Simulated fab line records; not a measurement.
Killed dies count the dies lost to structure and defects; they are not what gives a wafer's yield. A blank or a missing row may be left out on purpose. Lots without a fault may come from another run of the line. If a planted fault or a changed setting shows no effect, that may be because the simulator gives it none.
Chamber matching -- flow gf180mcu -- 4 sister chambers for GF_CONTACT_CMP_27 on cmp-02
The step polishes, stops on SiO2, t overpolish 15 s, target thk 0 nm. 8 wafers are shown with their chamber, then 8 later ones without.

WAFERS WITH THEIR CHAMBER
wafer,chamber,time_to_endpoint_s (s),motor_current_A (A)
L823.5,1,74,11.3
L827.3,0,66,11.1
L827.4,1,73,11.1
L827.6,3,74,11.2
L831.1,0,70,11.6
L831.3,3,74,11.5
L831.4,2,76,12.4
L838.1,2,69,12.4

WAFERS WITH NO CHAMBER GIVEN
wafer,time_to_endpoint_s (s),motor_current_A (A)
L838.5,72,11.9
L838.6,73,12.1
L837.1,73,11.9
L837.3,72,12.1
L837.4,71,11.2
L841.1,75,11.2
L841.3,72,12.8
L841.5,72,11.4

WHICH CHAMBER EACH ONE RAN IN
wafer,from the rows above,in truth
L838.5,can't be placed: 2 or 3 or 0 or 1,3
L838.6,2,2
L837.1,can't be placed: 2 or 3 or 0 or 1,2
L837.3,2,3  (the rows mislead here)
L837.4,can't be placed: 1 or 0 or 3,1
L841.1,can't be placed: 1 or 3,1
L841.3,2,2
L841.5,can't be placed: 3 or 1 or 0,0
Correctly placed: 2 of 8. From these rows, 5 cannot be placed; in 5 the true chamber is one of the candidates. 1 placed wrongly.
How it was worked out, from the rows above alone: a wafer's distance from a chamber is the root of the sum, over the readings, of the square of ((its reading less the chamber's mean) divided by the reading's scatter). If the next closest chamber is less than 2 further off than the closest, the wafer can't be placed; otherwise it belongs to the closest. For every chamber, the mean is computed from those of its wafers that are shown. How the scatter is found: for the shown wafers, subtract from each reading the mean of its chamber, square and add these, divide the total by (wafers less chambers), then take the root.
